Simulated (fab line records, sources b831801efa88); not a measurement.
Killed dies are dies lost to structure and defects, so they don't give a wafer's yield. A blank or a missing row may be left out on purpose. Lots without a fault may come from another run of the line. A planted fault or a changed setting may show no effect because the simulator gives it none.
A struck lot beside a sound one | flow sfq_line | 15 steps out of a route of 325
Sound: wafers L218.2, L218.3, L218.6. Struck: wafer L234.3. (L234.4 of the same lot was not struck and is left out.) The cause comes at the end.
At each step with rows: each side's tool, then ch and its chambers, then its first start. Under that, the readings that differ: sound wafers | struck wafers | difference of the means | sigmas: that difference in standard deviations of wafers without a fault.
alike: readings whose means differ by less than 2 such deviations, and words and numbers that are the same on both sides. not compared: withheld readings, readings that some wafer has no value for, bounds like >300 that may hide the same value, and numbers for which the record gives no deviation and whose values overlap.
The two part at a step that has a row with sigmas, a row that says differs or no value, or rows on one side only. Numbers that don't overlap but have no deviation are shown without sigmas and don't part them. A reading that every wafer of one side lacks parts them only if that side has two wafers or more.

first, 1 step without rows for these wafers: SFQ_TRILAYER_M7_STRIP_SOLV_CLEAN_182 (cleans in NMP, time 600 s).
SFQ_TRILAYER_I7_DEP_PECVD_183: deposits SiO2 from SiH4/N2O, time 111.11 s, target thk 500 nm.
  sound on pecvd-01 ch 0,1, day 75 21:27; struck on pecvd-04 ch 1, day 87 00:46
  reading            | sound    | struck | difference | sigmas
  heater_power_w (W) | 68 78 72 | 95     | +22        | +2
  alike: throttle_valve_pct
SFQ_TRILAYER_I7_CMP_CMP_184: polishes SiO2.
  sound on cmp-02 ch 0,2, day 75 21:32; struck on cmp-02 ch 1, day 87 02:08
  alike: head_pressure_psi, motor_current_A, slurry_flow_ml_min, time_to_endpoint_s
SFQ_I7_BOW_MEAS_946:
  sound on film_metro-03, day 76 00:33; struck on film_metro-02, day 87 05:11
  alike: I7_BOW
SFQ_TRILAYER_I7_METRO_MEASURE_185:
  sound on film_metro-03, day 76 00:51; struck on film_metro-02, day 87 05:40
  alike: thk_nm
then, 6 steps without rows for these wafers: SFQ_TRILAYER_I7_VIA_LITHO_COAT_192 (resist thk 62 nm); SFQ_TRILAYER_I7_VIA_LITHO_COAT_187 (resist thk 650 nm); SFQ_TRILAYER_I7_VIA_LITHO_SOFTBAKE_191; SFQ_TRILAYER_I7_VIA_LITHO_EXPOSE_188 (exposes mask I7, target cd 1000 nm); SFQ_TRILAYER_I7_VIA_LITHO_PEB_190 (peb time 60 s); SFQ_TRILAYER_I7_VIA_LITHO_DEVELOP_189 (time 60 s).
-- the record jumps here: 4 days lie between the struck wafers' starts before and after --
SFQ_I7_OVL_MEAS_947:
  sound on overlay-02, day 79 17:47; struck on overlay-01, day 90 19:03
  reading     | sound  | struck | difference | sigmas
  I7_OVL (nm) | 9 11 7 | -8     | -17        | -3
SFQ_TRILAYER_I7_VIA_BARC_OPEN_VIA_ETCH_260: etches BARC in O2, target depth 125 nm, time 41.7 s.
  sound on rie_diel-03 ch 1,2, day 79 17:49; struck on rie_diel-02 ch 1, day 90 19:05
  reading                                                 | sound           | struck | difference | sigmas
  model.KrF_of_TRILAYER_I7_VIA_LITHO_COAT_187.thk_nm (nm) | 573.9 572.2 574 | 581.8  | +8.4       |
  alike: drypump_motor_current_A, oes_product_au
  not compared: rf_hours_counter_h
SFQ_TRILAYER_I7_VIA_ETCH_VIA_ETCH_190: etches SiO2 in CHF3, stops on Nb, target depth 260 nm.
  sound on rie_diel-03 ch 1,2, day 79 17:51; struck on rie_diel-02 ch 1, day 90 19:07
  reading                                                 | sound             | struck | difference | sigmas
  model.KrF_of_TRILAYER_I7_VIA_LITHO_COAT_187.thk_nm (nm) | 528.8 527.6 528.5 | 536.8  | +8.5       |
  alike: drypump_motor_current_A, oes_product_au
SFQ_TRILAYER_I7_VIA_STRIP_STRIP_191: strips in O2.
  sound on rie_metal-04 ch 0,1, day 79 17:58; struck on rie_metal-01 ch 0, day 90 19:26
  alike: drypump_motor_current_A, oes_product_au
  not compared: rf_hours_counter_h

WHERE THEY PART
First at SFQ_TRILAYER_I7_DEP_PECVD_183; last, within this record, at SFQ_I7_OVL_MEAS_947. Later steps at which nothing parts them and some readings are alike: SFQ_TRILAYER_I7_VIA_BARC_OPEN_VIA_ETCH_260, SFQ_TRILAYER_I7_VIA_ETCH_VIA_ETCH_190, SFQ_TRILAYER_I7_VIA_STRIP_STRIP_191.

WHY: what the simulator had put in
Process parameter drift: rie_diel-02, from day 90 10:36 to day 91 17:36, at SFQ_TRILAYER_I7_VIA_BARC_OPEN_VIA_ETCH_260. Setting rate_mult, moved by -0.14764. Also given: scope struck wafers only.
